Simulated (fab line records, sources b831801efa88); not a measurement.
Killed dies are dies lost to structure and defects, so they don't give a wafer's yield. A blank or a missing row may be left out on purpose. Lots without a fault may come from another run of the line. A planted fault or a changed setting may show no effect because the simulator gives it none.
One fault seen from 2 desks | flow sky130 | each desk has only its own numbers; what lay behind them comes last

THE METROLOGY DESK
What the gauges read, lot by lot, whatever tool the lot ran on: means of the sampled wafers that have a number. A lot is out of limits, marked OUT, if its mean lies more than 4 standard deviations from the usual mean; the brackets give that distance.
Columns: A = SD_P_OVL at SKY_SD_P_OVL_MEAS_08, usual -1.0 nm; B = cd_nm at SKY_METAL1_CD_MEAS_15, usual 139.6 nm; C = cd_nm at SKY_VIA2_CD_MEAS_12, usual 199.6 nm
lot  | first seen here | A    | B     | C
L974 | day 26 09:32    | -0.6 | 141.8 | 199.6
L975 | day 26 22:16    | 0.3  | 137.3 | 201.1
L976 | day 27 00:41    | -1.2 | 140.8 | 199.7
L978 | day 27 16:20    | -1.7 | 139.6 | 199.4
L979 | day 27 23:04    | -0.1 | 139.4 | 199.5
L980 | day 28 03:17    | -0.9 | 140.3 | 196.7
L987 | day 30 21:47    | -2.3 | 140.3 | 192.9 (-4.4) OUT
L988 | day 31 02:56    | -2.7 | 140.1 | 192.6 (-4.7) OUT
L992 | day 32 03:10    | -0.6 | 138.9 | 200.9
L994 | day 32 20:08    | -2.2 | 137.1 | 199.6
L996 | day 33 10:32    | -1.7 | 139.8 | 200.5
L997 | day 33 18:28    | 0.0  | 139.0 | 200.4
This desk's finding: out of limits on L987, L988; first on L987, day 41 07:05 (cd_nm at SKY_VIA2_CD_MEAS_12). In limits: L974, L975, L976, L978, L979, L980, L992, L994, L996, L997.

THE TOOL OWNER'S DESK: krf_scanner-02
The tool's own readings at SKY_VIA2_EXPOSE_09 (exposes mask VIM2, target cd 200 nm): means of the sampled wafers that have a number, for each lot that ran on this tool. A lot is out of limits, marked OUT, if its mean lies more than 4 standard deviations from the usual mean; the brackets give that distance.
Columns: A = focus_offset_nm at SKY_VIA2_EXPOSE_09, usual 0.0 nm
lot  | first seen here | A
L974 | day 36 21:53    | -0.5
L976 | day 37 10:47    | -0.4
L978 | day 38 01:19    | -0.5
L979 | day 38 04:49    | -0.3
L987 | day 40 19:50    | -0.3
L988 | day 41 01:13    | 0.4
L997 | day 43 08:56    | -1.0
This desk's finding: nothing out of limits on any of the 7 lots.

PUT TOGETHER
The metrology desk could have raised an alarm at day 41 07:05, on L987, L988.
The tool owner's desk saw nothing out of limits.
The tool owner's desk has L987, L988 on record, within its limits.
Of the lots named, all ran SKY_VIA2_EXPOSE_09 on krf_scanner-02.

WHAT THE SIMULATOR HAD PUT IN
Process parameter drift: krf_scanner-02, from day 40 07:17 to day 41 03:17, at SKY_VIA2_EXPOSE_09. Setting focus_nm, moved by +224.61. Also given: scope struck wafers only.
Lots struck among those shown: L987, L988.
Hours from the fault's start to each desk's first reading out of limits: the metrology desk, 24.
